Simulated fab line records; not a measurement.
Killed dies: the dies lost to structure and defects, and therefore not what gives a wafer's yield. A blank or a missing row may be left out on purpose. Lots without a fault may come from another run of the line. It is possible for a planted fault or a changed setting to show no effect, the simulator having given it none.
fab line records :: flow sfqLine
record:
  lots: 13
  wafers: 39
  lastDay: 91
route steps=325 shown L0@5 L0V@26 I1@74
lots with no fault: from the same line, run without faults
startH: start of the lot's first displayed wafer, in hours after the record's first day :: waitH: how many hours have passed since the lot's step before this one :: " unchanged from the row above :: L1.1+2: several wafers, shown together as one row :: - no value, or no start given :: * or withheld: withheld :: < > ~ a bound
route shown NAME@n: NAME is a module with steps in the file, n the number in the route of the first one :: usual: mean and standard deviation over wafers with no fault :: same: alike in all rows :: chamber/n: place in a boat :: sites: the reading at each site :: _std_site: the values' standard deviation :: _edge_site: mean of outer sites minus mean of inner sites :: radiusMm: how far each site lies from the wafer's centre :: mask NAME#n: copy n :: behind: the tool/chamber that last shaped the wafer :: hold: the reason the lot was held/the length of the hold in hours/how it ended :: device: names the non-switching transistor (n, p or np) :: end of line: tests of these same wafers at the route's end :: where a step has no rows: the recipe by itself :: killed: dies lost to structure and defects at the first sort, not the wafer's yield :: map: dies across one wafer; x = killed, . = not, _ = none there
set.NAME: setting as actually run; set.NAME@STEP: the setting as run at that earlier step :: model.NAME: the simulator's own value behind a step, which no gauge read
the route's steps for a sample of lots (tables are steps, rows are wafers)
services: the hour from which a tool's chamber was out of use, counted from the record's first day as startH (under 0 if before that day), plus the number of hours and why
== steps ==
step: SFQ_L0_THK_MEAS_902
recipe:
  thkMeasGauge: xrf
  reads: MoNx_KI_of_TRILAYER_L0_DEP_SPUTTER_003
usual:
  L0_MONX_KI_THK: 39.7/0.5
lot.wafer: L124.1
tool: filmMetro-02
chamber: -
startH: 12.68
waitH: 0.1
L0_MONX_KI_THK[nm]: 39.8

lot.wafer: L124.2
tool: filmMetro-02
chamber: -
startH: 12.68
waitH: 0.1
L0_MONX_KI_THK[nm]: 40.0

lot.wafer: L124.6
tool: filmMetro-02
chamber: -
startH: 12.68
waitH: 0.1
L0_MONX_KI_THK[nm]: 40.2

lot.wafer: L125.1
tool: filmMetro-04
chamber: -
startH: 17.68
waitH: 0.1
L0_MONX_KI_THK[nm]: 39.4

lot.wafer: L125.4
tool: filmMetro-04
chamber: -
startH: 17.68
waitH: 0.1
L0_MONX_KI_THK[nm]: 38.9

lot.wafer: L125.6
tool: filmMetro-04
chamber: -
startH: 17.68
waitH: 0.1
L0_MONX_KI_THK[nm]: 39.8

lot.wafer: L126.3
tool: filmMetro-03
chamber: -
startH: 22.70
waitH: 0.1
L0_MONX_KI_THK[nm]: 39.5

lot.wafer: L126.4
tool: filmMetro-03
chamber: -
startH: 22.70
waitH: 0.1
L0_MONX_KI_THK[nm]: 38.9

lot.wafer: L126.5
tool: filmMetro-03
chamber: -
startH: 22.70
waitH: 0.1
L0_MONX_KI_THK[nm]: 38.6

lot.wafer: L127.2
tool: filmMetro-02
chamber: -
startH: 27.69
waitH: 0.1
L0_MONX_KI_THK[nm]: 39.8

lot.wafer: L127.5
tool: filmMetro-02
chamber: -
startH: 27.69
waitH: 0.1
L0_MONX_KI_THK[nm]: 39.8

lot.wafer: L127.6
tool: filmMetro-02
chamber: -
startH: 27.69
waitH: 0.1
L0_MONX_KI_THK[nm]: 40.4

lot.wafer: L129.1
tool: filmMetro-02
chamber: -
startH: 37.68
waitH: 0.1
L0_MONX_KI_THK[nm]: 40.0

lot.wafer: L129.4
tool: filmMetro-02
chamber: -
startH: 37.68
waitH: 0.1
L0_MONX_KI_THK[nm]: 40.2

lot.wafer: L129.6
tool: filmMetro-02
chamber: -
startH: 37.68
waitH: 0.1
L0_MONX_KI_THK[nm]: 40.4

lot.wafer: L131.2
tool: filmMetro-03
chamber: -
startH: 47.69
waitH: 0.1
L0_MONX_KI_THK[nm]: 39.8

lot.wafer: L131.3
tool: filmMetro-03
chamber: -
startH: 47.69
waitH: 0.1
L0_MONX_KI_THK[nm]: 39.7

lot.wafer: L131.4
tool: filmMetro-03
chamber: -
startH: 47.69
waitH: 0.1
L0_MONX_KI_THK[nm]: 40.1

lot.wafer: L133.1
tool: filmMetro-03
chamber: -
startH: 57.68
waitH: 0.1
L0_MONX_KI_THK[nm]: 39.3

lot.wafer: L133.2
tool: filmMetro-03
chamber: -
startH: 57.68
waitH: 0.1
L0_MONX_KI_THK[nm]: 39.5

lot.wafer: L133.6
tool: filmMetro-03
chamber: -
startH: 57.68
waitH: 0.1
L0_MONX_KI_THK[nm]: 39.7

lot.wafer: L134.4
tool: filmMetro-04
chamber: -
startH: 62.71
waitH: 0.1
L0_MONX_KI_THK[nm]: 38.7

lot.wafer: L134.5
tool: filmMetro-04
chamber: -
startH: 62.71
waitH: 0.1
L0_MONX_KI_THK[nm]: 40.0

lot.wafer: L134.6
tool: filmMetro-04
chamber: -
startH: 62.71
waitH: 0.1
L0_MONX_KI_THK[nm]: 39.1

lot.wafer: L142.1
tool: filmMetro-04
chamber: -
startH: 102.68
waitH: 0.1
L0_MONX_KI_THK[nm]: 39.9

lot.wafer: L142.3
tool: filmMetro-04
chamber: -
startH: 102.68
waitH: 0.1
L0_MONX_KI_THK[nm]: 40.3

lot.wafer: L142.6
tool: filmMetro-04
chamber: -
startH: 102.68
waitH: 0.1
L0_MONX_KI_THK[nm]: 40.1

lot.wafer: L143.2
tool: filmMetro-02
chamber: -
startH: 107.69
waitH: 0.1
L0_MONX_KI_THK[nm]: 39.6

lot.wafer: L143.5
tool: filmMetro-02
chamber: -
startH: 107.69
waitH: 0.1
L0_MONX_KI_THK[nm]: 38.8

lot.wafer: L143.6
tool: filmMetro-02
chamber: -
startH: 107.69
waitH: 0.1
L0_MONX_KI_THK[nm]: 39.4

lot.wafer: L145.2
tool: filmMetro-04
chamber: -
startH: 117.69
waitH: 0.1
L0_MONX_KI_THK[nm]: 39.4

lot.wafer: L145.3
tool: filmMetro-04
chamber: -
startH: 117.69
waitH: 0.1
L0_MONX_KI_THK[nm]: 39.7

lot.wafer: L145.6
tool: filmMetro-04
chamber: -
startH: 117.69
waitH: 0.1
L0_MONX_KI_THK[nm]: 39.4

lot.wafer: L146.1
tool: filmMetro-02
chamber: -
startH: 122.68
waitH: 0.1
L0_MONX_KI_THK[nm]: 39.8

lot.wafer: L146.2
tool: filmMetro-02
chamber: -
startH: 122.68
waitH: 0.1
L0_MONX_KI_THK[nm]: 40.2

lot.wafer: L146.6
tool: filmMetro-02
chamber: -
startH: 122.68
waitH: 0.1
L0_MONX_KI_THK[nm]: 40.1

lot.wafer: L147.1
tool: filmMetro-04
chamber: -
startH: 127.85
waitH: 0.1
L0_MONX_KI_THK[nm]: 39.8

lot.wafer: L147.2
tool: filmMetro-04
chamber: -
startH: 127.85
waitH: 0.1
L0_MONX_KI_THK[nm]: 39.6

lot.wafer: L147.4
tool: filmMetro-04
chamber: -
startH: 127.85
waitH: 0.1
L0_MONX_KI_THK[nm]: 39.1
step: SFQ_TRILAYER_L0_VIA_STRIP_STRIP_017
recipe:
  gas: O2
  powerW: 200
  platenTempC: 40
  overashFraction: 0.65
  chemistry: O2
  pressureMtorr: 50
usual:
  drypumpMotorCurrentA: 5.3/0.42
  oesProductAu: 1.003/0.0087
lot.wafer: L124.1
tool: rieMetal-02
chamber: 1
startH: 103.79
waitH: -
drypumpMotorCurrentA: 4.8
oesProductAu: 1.002
rfHoursCounterH: 1

lot.wafer: L124.2
tool: rieMetal-02
chamber: 0
startH: 103.79
waitH: -
drypumpMotorCurrentA: 5.8
oesProductAu: 1.017
rfHoursCounterH: 59

lot.wafer: L124.6
tool: rieMetal-02
chamber: 0
startH: 103.79
waitH: -
drypumpMotorCurrentA: 5.8
oesProductAu: 1.020
rfHoursCounterH: -

lot.wafer: L125.1
tool: rieMetal-03
chamber: 1
startH: 107.39
waitH: -
drypumpMotorCurrentA: 4.9
oesProductAu: 0.982
rfHoursCounterH: 103

lot.wafer: L125.4
tool: rieMetal-03
chamber: 1
startH: 107.39
waitH: -
drypumpMotorCurrentA: 4.9
oesProductAu: 0.993
rfHoursCounterH: -

lot.wafer: L125.6
tool: rieMetal-03
chamber: 0
startH: 107.39
waitH: -
drypumpMotorCurrentA: 5.6
oesProductAu: 0.994
rfHoursCounterH: -

lot.wafer: L126.3
tool: rieMetal-03
chamber: 1
startH: 113.59
waitH: -
drypumpMotorCurrentA: 4.9
oesProductAu: 0.998
rfHoursCounterH: -

lot.wafer: L126.4
tool: rieMetal-03
chamber: 0
startH: 113.59
waitH: -
drypumpMotorCurrentA: 5.6
oesProductAu: 0.996
rfHoursCounterH: -

lot.wafer: L126.5
tool: rieMetal-03
chamber: 1
startH: 113.59
waitH: -
drypumpMotorCurrentA: 4.9
oesProductAu: 1.000
rfHoursCounterH: -

lot.wafer: L127.2
tool: rieMetal-02
chamber: 0
startH: 120.59
waitH: -
drypumpMotorCurrentA: 5.8
oesProductAu: 1.010
rfHoursCounterH: 62

lot.wafer: L127.5
tool: rieMetal-02
chamber: 0
startH: 120.59
waitH: -
drypumpMotorCurrentA: 5.8
oesProductAu: 1.011
rfHoursCounterH: -

lot.wafer: L127.6
tool: rieMetal-02
chamber: 1
startH: 120.59
waitH: -
drypumpMotorCurrentA: 4.8
oesProductAu: 1.001
rfHoursCounterH: -

lot.wafer: L129.1
tool: rieMetal-03
chamber: 0
startH: 131.39
waitH: -
drypumpMotorCurrentA: 5.7
oesProductAu: 0.993
rfHoursCounterH: 99

lot.wafer: L129.4
tool: rieMetal-03
chamber: 1
startH: 131.39
waitH: -
drypumpMotorCurrentA: 4.9
oesProductAu: 0.991
rfHoursCounterH: -

lot.wafer: L129.6
tool: rieMetal-03
chamber: 1
startH: 131.39
waitH: -
drypumpMotorCurrentA: 4.9
oesProductAu: 0.986
rfHoursCounterH: -

lot.wafer: L131.2
tool: rieMetal-03
chamber: 0
startH: 141.54
waitH: -
drypumpMotorCurrentA: 5.6
oesProductAu: 1.007
rfHoursCounterH: 102

lot.wafer: L131.3
tool: rieMetal-03
chamber: 0
startH: 141.54
waitH: -
drypumpMotorCurrentA: 5.6
oesProductAu: 1.003
rfHoursCounterH: -

lot.wafer: L131.4
tool: rieMetal-03
chamber: 1
startH: 141.54
waitH: -
drypumpMotorCurrentA: 4.9
oesProductAu: 1.007
rfHoursCounterH: -

lot.wafer: L133.1
tool: rieMetal-03
chamber: 0
startH: 152.34
waitH: -
drypumpMotorCurrentA: 5.6
oesProductAu: 1.010
rfHoursCounterH: 104

lot.wafer: L133.2
tool: rieMetal-03
chamber: 1
startH: 152.34
waitH: -
drypumpMotorCurrentA: 4.9
oesProductAu: 1.010
rfHoursCounterH: 113

lot.wafer: L133.6
tool: rieMetal-03
chamber: 0
startH: 152.34
waitH: -
drypumpMotorCurrentA: 5.6
oesProductAu: 1.005
rfHoursCounterH: -

lot.wafer: L134.4
tool: rieMetal-01
chamber: 1
startH: 154.94
waitH: -
drypumpMotorCurrentA: 5.0
oesProductAu: 1.005
rfHoursCounterH: -

lot.wafer: L134.5
tool: rieMetal-01
chamber: 0
startH: 154.94
waitH: -
drypumpMotorCurrentA: 5.8
oesProductAu: 0.991
rfHoursCounterH: -

lot.wafer: L134.6
tool: rieMetal-01
chamber: 1
startH: 154.94
waitH: -
drypumpMotorCurrentA: 5.0
oesProductAu: 1.007
rfHoursCounterH: -

lot.wafer: L142.1
tool: rieMetal-01
chamber: 1
startH: 197.94
waitH: -
drypumpMotorCurrentA: 5.0
oesProductAu: 1.026
rfHoursCounterH: 21

lot.wafer: L142.3
tool: rieMetal-01
chamber: 0
startH: 197.94
waitH: -
drypumpMotorCurrentA: 5.9
oesProductAu: 0.998
rfHoursCounterH: -

lot.wafer: L142.6
tool: rieMetal-01
chamber: 1
startH: 197.94
waitH: -
drypumpMotorCurrentA: 5.0
oesProductAu: 1.020
rfHoursCounterH: -

lot.wafer: L143.2
tool: rieMetal-02
chamber: 1
startH: 203.94
waitH: -
drypumpMotorCurrentA: 4.8
oesProductAu: 1.001
rfHoursCounterH: 19

lot.wafer: L143.5
tool: rieMetal-02
chamber: 1
startH: 203.94
waitH: -
drypumpMotorCurrentA: 4.8
oesProductAu: 1.002
rfHoursCounterH: -

lot.wafer: L143.6
tool: rieMetal-02
chamber: 0
startH: 203.94
waitH: -
drypumpMotorCurrentA: 5.8
oesProductAu: 1.002
rfHoursCounterH: -

lot.wafer: L145.2
tool: rieMetal-03
chamber: 0
startH: 219.64
waitH: -
drypumpMotorCurrentA: 5.7
oesProductAu: 0.992
rfHoursCounterH: 116

lot.wafer: L145.3
tool: rieMetal-03
chamber: 1
startH: 219.64
waitH: -
drypumpMotorCurrentA: 4.9
oesProductAu: 0.987
rfHoursCounterH: -

lot.wafer: L145.6
tool: rieMetal-03
chamber: 0
startH: 219.64
waitH: -
drypumpMotorCurrentA: 5.6
oesProductAu: 0.998
rfHoursCounterH: -

lot.wafer: L146.1
tool: rieMetal-02
chamber: 1
startH: 224.44
waitH: -
drypumpMotorCurrentA: 4.8
oesProductAu: 1.002
rfHoursCounterH: 23

lot.wafer: L146.2
tool: rieMetal-02
chamber: 0
startH: 224.44
waitH: -
drypumpMotorCurrentA: 5.8
oesProductAu: 1.007
rfHoursCounterH: 80

lot.wafer: L146.6
tool: rieMetal-02
chamber: 1
startH: 224.44
waitH: -
drypumpMotorCurrentA: 4.8
oesProductAu: 0.995
rfHoursCounterH: -

lot.wafer: L147.1
tool: rieMetal-02
chamber: 1
startH: 230.44
waitH: -
drypumpMotorCurrentA: 4.8
oesProductAu: 1.002
rfHoursCounterH: 24

lot.wafer: L147.2
tool: rieMetal-02
chamber: 0
startH: 230.44
waitH: -
drypumpMotorCurrentA: 5.8
oesProductAu: 1.018
rfHoursCounterH: 82

lot.wafer: L147.4
tool: rieMetal-02
chamber: 1
startH: 230.44
waitH: -
drypumpMotorCurrentA: 4.8
oesProductAu: 1.006
rfHoursCounterH: -
step: SFQ_TRILAYER_I1_CMP_CMP_046
recipe:
  material: SiO2
  downForcePsi: 3
  platenRpm: 60
  padVelocityMS: 0.94248
usual:
  motorCurrentA: 10.2/1.4
  platenRpm: 60.00/0.035
  timeToEndpointS: 217/7.4
lot.wafer: L124.2
tool: cmp-01
chamber: 3
startH: 252.60
waitH: 2.1
motorCurrentA: 10.1
platenRpm: 60.04
timeToEndpointS: 207

lot.wafer: L124.1
tool: cmp-01
chamber: 2
startH: 254.10
waitH: 3.6
motorCurrentA: 10.5
platenRpm: 60.04
timeToEndpointS: 203

lot.wafer: L124.6
tool: cmp-01
chamber: 0
startH: 255.10
waitH: 4.5
motorCurrentA: 12.0
platenRpm: 59.99
timeToEndpointS: 205

lot.wafer: L125.4
tool: cmp-01
chamber: 1
startH: 258.60
waitH: 2.0
motorCurrentA: 7.8
platenRpm: 60.00
timeToEndpointS: 226

lot.wafer: L125.1
tool: cmp-01
chamber: 0
startH: 260.10
waitH: 3.6
motorCurrentA: 12.6
platenRpm: 60.01
timeToEndpointS: 216

lot.wafer: L125.6
tool: cmp-01
chamber: 2
startH: 261.10
waitH: 4.5
motorCurrentA: 10.4
platenRpm: 60.00
timeToEndpointS: 213

lot.wafer: L126.4
tool: cmp-02
chamber: 2
startH: 268.20
waitH: 6.8
motorCurrentA: 11.6
platenRpm: 59.97
timeToEndpointS: 232

lot.wafer: L126.3
tool: cmp-02
chamber: 3
startH: 268.20
waitH: 6.8
motorCurrentA: 8.8
platenRpm: 59.96
timeToEndpointS: 229

lot.wafer: L126.5
tool: cmp-02
chamber: 2
startH: 270.20
waitH: 8.8
motorCurrentA: 11.9
platenRpm: 59.98
timeToEndpointS: 233

lot.wafer: L127.2
tool: cmp-02
chamber: 3
startH: 284.59
waitH: 13.7
motorCurrentA: 8.3
platenRpm: 60.00
timeToEndpointS: 207

lot.wafer: L127.6
tool: cmp-02
chamber: 2
startH: 286.09
waitH: 15.1
motorCurrentA: 11.8
platenRpm: 60.04
timeToEndpointS: 214

lot.wafer: L127.5
tool: cmp-02
chamber: 3
startH: 286.09
waitH: 15.1
motorCurrentA: 8.7
platenRpm: 60.07
timeToEndpointS: 217

lot.wafer: L129.4
tool: cmp-02
chamber: 0
startH: 290.09
waitH: 11.9
motorCurrentA: 10.4
platenRpm: 59.93
timeToEndpointS: 218

lot.wafer: L129.1
tool: cmp-02
chamber: 3
startH: 291.59
waitH: 13.5
motorCurrentA: 8.7
platenRpm: 59.98
timeToEndpointS: 216

lot.wafer: L129.6
tool: cmp-02
chamber: 1
startH: 292.59
waitH: 14.4
motorCurrentA: 10.8
platenRpm: 59.98
timeToEndpointS: 226

lot.wafer: L131.2
tool: cmp-02
chamber: 2
startH: 302.09
waitH: 10.8
motorCurrentA: 12.3
platenRpm: 59.97
timeToEndpointS: 224

lot.wafer: L131.3
tool: cmp-02
chamber: 0
startH: 303.09
waitH: 11.8
motorCurrentA: 10.1
platenRpm: 60.09
timeToEndpointS: 219

lot.wafer: L131.4
tool: cmp-02
chamber: 1
startH: 303.09
waitH: 11.8
motorCurrentA: 10.0
platenRpm: 60.00
timeToEndpointS: 125

lot.wafer: L133.2
tool: cmp-01
chamber: 1
startH: 314.17
waitH: 9.6
motorCurrentA: 8.0
platenRpm: 59.97
timeToEndpointS: 222

lot.wafer: L133.1
tool: cmp-01
chamber: 3
startH: 315.17
waitH: 10.6
motorCurrentA: 10.5
platenRpm: 59.91
timeToEndpointS: 211

lot.wafer: L133.6
tool: cmp-01
chamber: 1
startH: 316.17
waitH: 11.6
motorCurrentA: 7.3
platenRpm: 60.00
timeToEndpointS: 232

lot.wafer: L134.4
tool: cmp-02
chamber: 0
startH: 321.09
waitH: 12.9
motorCurrentA: 10.8
platenRpm: 60.04
timeToEndpointS: 216

lot.wafer: L134.6
tool: cmp-02
chamber: 2
startH: 322.09
waitH: 13.9
motorCurrentA: 11.7
platenRpm: 60.03
timeToEndpointS: 228

lot.wafer: L134.5
tool: cmp-02
chamber: 3
startH: 322.09
waitH: 13.9
motorCurrentA: 8.5
platenRpm: 60.03
timeToEndpointS: 223

lot.wafer: L142.3
tool: cmp-01
chamber: 2
startH: 377.98
waitH: 0.9
motorCurrentA: 10.6
platenRpm: 59.96
timeToEndpointS: 216

lot.wafer: L142.1
tool: cmp-01
chamber: 3
startH: 377.98
waitH: 0.9
motorCurrentA: 10.0
platenRpm: 59.96
timeToEndpointS: 211

lot.wafer: L142.6
tool: cmp-01
chamber: 1
startH: 379.48
waitH: 2.4
motorCurrentA: 7.6
platenRpm: 60.03
timeToEndpointS: 236

lot.wafer: L143.2
tool: cmp-02
chamber: 0
startH: 389.41
waitH: 0.0
motorCurrentA: 10.2
platenRpm: 59.98
timeToEndpointS: 219

lot.wafer: L143.5
tool: cmp-02
chamber: 0
startH: 391.41
waitH: 2.0
motorCurrentA: 10.3
platenRpm: 60.01
timeToEndpointS: 224

lot.wafer: L143.6
tool: cmp-02
chamber: 1
startH: 391.41
waitH: 2.0
motorCurrentA: 9.8
platenRpm: 60.03
timeToEndpointS: 225

lot.wafer: L145.2
tool: cmp-02
chamber: 3
startH: 403.87
waitH: 3.9
motorCurrentA: 8.5
platenRpm: 60.00
timeToEndpointS: 216

lot.wafer: L145.3
tool: cmp-02
chamber: 0
startH: 403.87
waitH: 3.9
motorCurrentA: 10.0
platenRpm: 60.02
timeToEndpointS: 225

lot.wafer: L145.6
tool: cmp-02
chamber: 2
startH: 405.37
waitH: 5.4
motorCurrentA: 11.5
platenRpm: 59.99
timeToEndpointS: 229

lot.wafer: L146.1
tool: cmp-02
chamber: 2
startH: 412.87
waitH: 4.5
motorCurrentA: 12.0
platenRpm: 59.99
timeToEndpointS: 225

lot.wafer: L146.2
tool: cmp-02
chamber: 3
startH: 412.87
waitH: 4.5
motorCurrentA: 8.8
platenRpm: 60.06
timeToEndpointS: 209

lot.wafer: L146.6
tool: cmp-02
chamber: 0
startH: 412.87
waitH: 4.5
motorCurrentA: 10.8
platenRpm: 60.01
timeToEndpointS: 223

lot.wafer: L147.1
tool: cmp-02
chamber: 0
startH: 418.37
waitH: 4.0
motorCurrentA: 10.7
platenRpm: 60.05
timeToEndpointS: 208

lot.wafer: L147.2
tool: cmp-02
chamber: 1
startH: 418.37
waitH: 4.0
motorCurrentA: 10.0
platenRpm: 60.03
timeToEndpointS: 202

lot.wafer: L147.4
tool: cmp-02
chamber: 2
startH: 418.37
waitH: 4.0
motorCurrentA: 11.8
platenRpm: 59.95
timeToEndpointS: 217
step: SFQ_TRILAYER_I1_VIA_STRIP_STRIP_053
recipe:
  gas: O2
  powerW: 200
  platenTempC: 40
  overashFraction: 0.65
  chemistry: O2
  pressureMtorr: 50
usual:
  drypumpMotorCurrentA: 5.3/0.41
  oesProductAu: 1.003/0.0084
lot.wafer: L124.1
tool: rieMetal-01
chamber: 0
startH: 382.00
waitH: -
drypumpMotorCurrentA: 5.8
oesProductAu: 0.996
rfHoursCounterH: 72

lot.wafer: L124.2
tool: rieMetal-01
chamber: 1
startH: 382.00
waitH: -
drypumpMotorCurrentA: 5.0
oesProductAu: 1.005
rfHoursCounterH: 52

lot.wafer: L124.6
tool: rieMetal-01
chamber: 1
startH: 382.00
waitH: -
drypumpMotorCurrentA: 5.0
oesProductAu: 1.001
rfHoursCounterH: -

lot.wafer: L125.1
tool: rieMetal-03
chamber: 1
startH: 389.30
waitH: -
drypumpMotorCurrentA: 4.9
oesProductAu: 1.006
rfHoursCounterH: 154

lot.wafer: L125.4
tool: rieMetal-03
chamber: 0
startH: 389.30
waitH: -
drypumpMotorCurrentA: 5.6
oesProductAu: 1.008
rfHoursCounterH: -

lot.wafer: L125.6
tool: rieMetal-03
chamber: 1
startH: 389.30
waitH: -
drypumpMotorCurrentA: 4.9
oesProductAu: 0.998
rfHoursCounterH: -

lot.wafer: L126.3
tool: rieMetal-02
chamber: 0
startH: 400.30
waitH: -
drypumpMotorCurrentA: 5.8
oesProductAu: 1.008
rfHoursCounterH: -

lot.wafer: L126.4
tool: rieMetal-02
chamber: 1
startH: 400.30
waitH: -
drypumpMotorCurrentA: 4.8
oesProductAu: 0.999
rfHoursCounterH: -

lot.wafer: L126.5
tool: rieMetal-02
chamber: 1
startH: 400.30
waitH: -
drypumpMotorCurrentA: 4.8
oesProductAu: 1.006
rfHoursCounterH: -

lot.wafer: L127.2
tool: rieMetal-03
chamber: 0
startH: 416.90
waitH: -
drypumpMotorCurrentA: 5.6
oesProductAu: 1.007
rfHoursCounterH: 153

lot.wafer: L127.5
tool: rieMetal-03
chamber: 1
startH: 416.90
waitH: -
drypumpMotorCurrentA: 4.9
oesProductAu: 1.004
rfHoursCounterH: -

lot.wafer: L127.6
tool: rieMetal-03
chamber: 0
startH: 416.90
waitH: -
drypumpMotorCurrentA: 5.7
oesProductAu: 1.011
rfHoursCounterH: -

lot.wafer: L129.1
tool: rieMetal-02
chamber: 0
startH: 422.90
waitH: -
drypumpMotorCurrentA: 5.8
oesProductAu: 0.999
rfHoursCounterH: 112

lot.wafer: L129.4
tool: rieMetal-02
chamber: 1
startH: 422.90
waitH: -
drypumpMotorCurrentA: 4.8
oesProductAu: 1.008
rfHoursCounterH: -

lot.wafer: L129.6
tool: rieMetal-02
chamber: 1
startH: 422.90
waitH: -
drypumpMotorCurrentA: 4.8
oesProductAu: 0.999
rfHoursCounterH: -

lot.wafer: L131.2
tool: rieMetal-02
chamber: 1
startH: 438.70
waitH: -
drypumpMotorCurrentA: 4.8
oesProductAu: 1.007
rfHoursCounterH: -

lot.wafer: L131.3
tool: rieMetal-02
chamber: 1
startH: 438.70
waitH: -
drypumpMotorCurrentA: 4.8
oesProductAu: 1.004
rfHoursCounterH: -

lot.wafer: L131.4
tool: rieMetal-02
chamber: 1
startH: 438.70
waitH: -
drypumpMotorCurrentA: 4.8
oesProductAu: 1.006
rfHoursCounterH: -

lot.wafer: L133.1
tool: rieMetal-02
chamber: 1
startH: 460.42
waitH: -
drypumpMotorCurrentA: 4.8
oesProductAu: 0.996
rfHoursCounterH: 63

lot.wafer: L133.2
tool: rieMetal-02
chamber: 0
startH: 460.42
waitH: -
drypumpMotorCurrentA: 5.8
oesProductAu: 1.005
rfHoursCounterH: 116

lot.wafer: L133.6
tool: rieMetal-02
chamber: 0
startH: 460.42
waitH: -
drypumpMotorCurrentA: 5.8
oesProductAu: 1.015
rfHoursCounterH: -

lot.wafer: L134.4
tool: rieMetal-01
chamber: 1
startH: 465.42
waitH: -
drypumpMotorCurrentA: 5.0
oesProductAu: 1.000
rfHoursCounterH: -

lot.wafer: L134.5
tool: rieMetal-01
chamber: 1
startH: 465.42
waitH: -
drypumpMotorCurrentA: 5.0
oesProductAu: 1.007
rfHoursCounterH: -

lot.wafer: L134.6
tool: rieMetal-01
chamber: 0
startH: 465.42
waitH: -
drypumpMotorCurrentA: 5.9
oesProductAu: 0.989
rfHoursCounterH: -

lot.wafer: L142.1
tool: rieMetal-01
chamber: 1
startH: 534.59
waitH: -
drypumpMotorCurrentA: 5.0
oesProductAu: 1.005
rfHoursCounterH: 77

lot.wafer: L142.3
tool: rieMetal-01
chamber: 1
startH: 534.59
waitH: -
drypumpMotorCurrentA: 5.0
oesProductAu: 1.001
rfHoursCounterH: -

lot.wafer: L142.6
tool: rieMetal-01
chamber: 1
startH: 534.59
waitH: -
drypumpMotorCurrentA: 5.0
oesProductAu: 1.006
rfHoursCounterH: -

lot.wafer: L143.2
tool: rieMetal-03
chamber: 1
startH: 541.57
waitH: -
drypumpMotorCurrentA: 4.9
oesProductAu: 1.003
rfHoursCounterH: -

lot.wafer: L143.5
tool: rieMetal-03
chamber: 1
startH: 541.57
waitH: -
drypumpMotorCurrentA: 4.9
oesProductAu: 1.010
rfHoursCounterH: -

lot.wafer: L143.6
tool: rieMetal-03
chamber: 1
startH: 541.57
waitH: -
drypumpMotorCurrentA: 4.9
oesProductAu: 1.007
rfHoursCounterH: -

lot.wafer: L145.2
tool: rieMetal-03
chamber: 0
startH: 566.67
waitH: -
drypumpMotorCurrentA: 5.6
oesProductAu: 0.995
rfHoursCounterH: 2

lot.wafer: L145.3
tool: rieMetal-03
chamber: 1
startH: 566.67
waitH: -
drypumpMotorCurrentA: 4.9
oesProductAu: 0.999
rfHoursCounterH: -

lot.wafer: L145.6
tool: rieMetal-03
chamber: 1
startH: 566.67
waitH: -
drypumpMotorCurrentA: 4.9
oesProductAu: 1.003
rfHoursCounterH: -

lot.wafer: L146.1
tool: rieMetal-01
chamber: 1
startH: 573.87
waitH: -
drypumpMotorCurrentA: 5.0
oesProductAu: 1.007
rfHoursCounterH: 82

lot.wafer: L146.2
tool: rieMetal-01
chamber: 0
startH: 573.87
waitH: -
drypumpMotorCurrentA: 5.8
oesProductAu: 0.989
rfHoursCounterH: 102

lot.wafer: L146.6
tool: rieMetal-01
chamber: 1
startH: 573.87
waitH: -
drypumpMotorCurrentA: 5.0
oesProductAu: 0.996
rfHoursCounterH: -

lot.wafer: L147.1
tool: rieMetal-03
chamber: 1
startH: 583.47
waitH: -
drypumpMotorCurrentA: 4.9
oesProductAu: 1.005
rfHoursCounterH: 11

lot.wafer: L147.2
tool: rieMetal-03
chamber: 0
startH: 583.47
waitH: -
drypumpMotorCurrentA: 5.7
oesProductAu: 0.998
rfHoursCounterH: 5

lot.wafer: L147.4
tool: rieMetal-03
chamber: 0
startH: 583.47
waitH: -
drypumpMotorCurrentA: 5.6
oesProductAu: 1.000
rfHoursCounterH: -
== services ==
tool: rieMetal-02
chamber: 0
startH: 82.77
hours: 2.1
kind: repair

tool: rieMetal-01
chamber: -
startH: 132.40
hours: 14.6
kind: pm

tool: cmp-02
chamber: -
startH: 171.00
hours: 0.6
kind: repair

tool: cmp-02
chamber: -
startH: 233.79
hours: 4.0
kind: pm

tool: cmp-02
chamber: -
startH: 258.79
hours: 6.4
kind: pm

tool: cmp-02
chamber: -
startH: 274.08
hours: 1.0
kind: repair

tool: cmp-02
chamber: -
startH: 274.16
hours: 0.5
kind: repair

tool: rieMetal-02
chamber: -
startH: 284.22
hours: 1.9
kind: repair

tool: rieMetal-03
chamber: 1
startH: 313.36
hours: 6.5
kind: repair

tool: rieMetal-02
chamber: -
startH: 332.29
hours: 15.6
kind: pm

tool: cmp-02
chamber: -
startH: 367.25
hours: 0.7
kind: repair

tool: cmp-02
chamber: -
startH: 371.11
hours: 0.8
kind: repair

tool: rieMetal-02
chamber: -
startH: 380.20
hours: 2.8
kind: pm

tool: rieMetal-03
chamber: 1
startH: 390.97
hours: 9.3
kind: repair

tool: cmp-02
chamber: -
startH: 394.77
hours: 1.0
kind: repair

tool: rieMetal-02
chamber: -
startH: 416.16
hours: 0.6
kind: repair

tool: rieMetal-02
chamber: 0
startH: 425.08
hours: 15.7
kind: repair

tool: cmp-02
chamber: -
startH: 458.36
hours: 0.6
kind: repair

tool: rieMetal-03
chamber: -
startH: 479.56
hours: 0.6
kind: repair

tool: cmp-02
chamber: -
startH: 507.42
hours: 0.5
kind: repair

tool: cmp-02
chamber: -
startH: 508.06
hours: 1.7
kind: repair

tool: cmp-02
chamber: -
startH: 545.38
hours: 5.8
kind: pm

tool: rieMetal-02
chamber: 1
startH: 548.66
hours: 18.9
kind: repair

tool: cmp-02
chamber: -
startH: 576.73
hours: 4.0
kind: pm
== key ==
firstSign:
  step: SFQ_TRILAYER_I1_CMP_CMP_046
  reading: timeToEndpointS
  direction: down
  sigmas: 12
  usual: *
  struck: *
effect none on later readings
metAt SFQ_TRILAYER_I1_CMP_CMP_046
struckLots L131
struckWafers L131.4
notActingAt SFQ_L0_THK_MEAS_902,SFQ_TRILAYER_L0_VIA_STRIP_STRIP_017,SFQ_TRILAYER_I1_VIA_STRIP_STRIP_053
onsetBetween 290.09 302.09
fault:
  kind: processParameterDrift
  tool: cmp-02
  chamber: -
  onsetH: 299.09
  steps: SFQ_TRILAYER_I1_CMP_CMP_046
  channel: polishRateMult
  offset: 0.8
  shape: step
  endH: 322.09
  scope: struckWafersOnly
